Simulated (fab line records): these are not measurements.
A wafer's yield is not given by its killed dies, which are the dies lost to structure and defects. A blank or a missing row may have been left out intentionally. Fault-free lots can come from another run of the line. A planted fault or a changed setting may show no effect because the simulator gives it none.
Comparing a struck lot with a sound one + flow sky130 + 16 steps out of a route of 708
Sound: these wafers, L335.2, L335.5, L335.6. Struck: wafer L328.5 (left out: L328.1, a lot-mate that was not struck); the cause follows at the end.
Order at every step that has rows: each side's tool, ch and its chambers, its first start. Under that, the readings that differ: sound wafers + struck wafers + difference of the means + sigmas: that difference in standard deviations of wafers without a fault.
alike: readings with means less than 2 such deviations apart, plus words and numbers identical on both sides. not compared: withheld readings, readings lacking a value on some wafer, bounds such as >300 that could conceal the same value, and numbers that have no deviation in the record and whose values overlap.
The two part at a step that has a row with sigmas, a row that says differs or no value, or rows on one side only. Numbers that don't overlap but have no deviation are shown without sigmas and don't part them. A reading that every wafer of one side lacks parts them only if that side has two wafers or more.

first, 1 step without rows for these wafers: SKY_FIELD_ISO_CVD_03 (deposits Si3N4 from DCS/NH3, target thk 165 nm, time 2830 s).
SKY_FIELD_ISO_THK_MEAS_04:
  sound on film metro-02, day 5 07:29; struck on film metro-02, day 3 21:00
  alike: FIELD_ISO_CVD_03_THK
then, 8 steps without rows for these wafers: SKY_FIELD_ISO_DEHYDRATE_05 (time 60 s); SKY_FIELD_ISO_HMDS_06 (prime time 60 s); SKY_FIELD_ISO_COAT_07 (resist thk 60 nm); SKY_FIELD_ISO_COAT_08 (resist thk 450 nm); SKY_FIELD_ISO_SOFTBAKE_09 (time 90 s); SKY_FIELD_ISO_EXPOSE_10 (exposes mask FOM, target cd 150 nm); SKY_FIELD_ISO_PEB_11; SKY_FIELD_ISO_DEVELOP_12 (develop time 60 s).
SKY_FIELD_ISO_CD_MEAS_13 targets a cd of 150 nm.
  sound on cd sem-02, day 6 01:37; struck on cd sem-01, day 4 13:47
  alike: cd nm
SKY_FIELD_ISO_ETCH_14: etches BARC in N2/H2, stops on SiO2, time 45.9 s, target depth 60 nm.
  sound on rie diel-04 ch 0,1, day 6 01:43; struck on rie diel-03 ch 1, day 4 13:55
  alike: drypump motor current A, h2 flow sccm, oes product au, throttle valve pct
  not compared: rf hours counter h
SKY_FIELD_ISO_ETCH_15: etches the open film in CHF3/O2, stops on Si, target depth 180 nm, time 72 s.
  sound on rie diel-04 ch 0,1, day 6 01:47; struck on rie diel-03 ch 1, day 4 13:57
| reading                                          | sound             | struck | difference | sigmas |
|--------------------------------------------------|-------------------|--------|------------|--------|
| oes product au (a.u.)                            | 0.949 0.946 0.952 | 0.755  | -0.194     | -29    |
| throttle valve pct (%)                           | 8.841 8.851 8.853 | 8.799  | -0.049     | -5     |
| model.KrF-thick_of_FIELD_ISO_COAT_08.thk nm (nm) | 233.7 234 239.4   | 298.5  | +62.8      |        |
| model.etch.depth nm (nm)                         | 166.1 165.5 166.9 | 108.7  | -57.5      |        |
  alike: drypump motor current A
  not compared: rf hours counter h
SKY_FIELD_ISO_STRIP_16: strips in O2/N2.
  sound on plasma asher-03 ch 0,1, day 6 01:52; struck on plasma asher-01 ch 0, day 4 14:01
| reading                      | sound             | struck | difference | sigmas |
|------------------------------|-------------------|--------|------------|--------|
| oes product au (a.u.)        | 0.378 0.382 0.376 | 0.411  | +0.032     | +7     |
| strip time to endpoint s (s) | 3.51 3.50 3.58    | 4.22   | +0.69      | +16    |
  alike: drypump motor current A
  not compared: rf hours counter h
SKY_FIELD_ISO_ETCH_17: etches Si in HBr/Cl2/O2, target depth 342 nm, time 97.7 s.
  sound on rie si-02 ch 0,1,2, day 6 01:58; struck on rie si-01 ch 3, day 4 14:07
  alike: drypump motor current A, oes product au, throttle valve pct
  not compared: rf hours counter h
SKY_PAD_OPEN_PROBE_99:
  the record holds rows for the sound wafers here (prober-01, day 50 01:07) but none for the struck ones

WHERE THEY PART
Earliest at SKY_FIELD_ISO_ETCH_15; latest, in this record, at SKY_PAD_OPEN_PROBE_99.

WHY: what the simulator had put in
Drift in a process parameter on rie diel-03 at SKY_FIELD_ISO_ETCH_15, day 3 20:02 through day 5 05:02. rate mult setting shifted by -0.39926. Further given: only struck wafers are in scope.
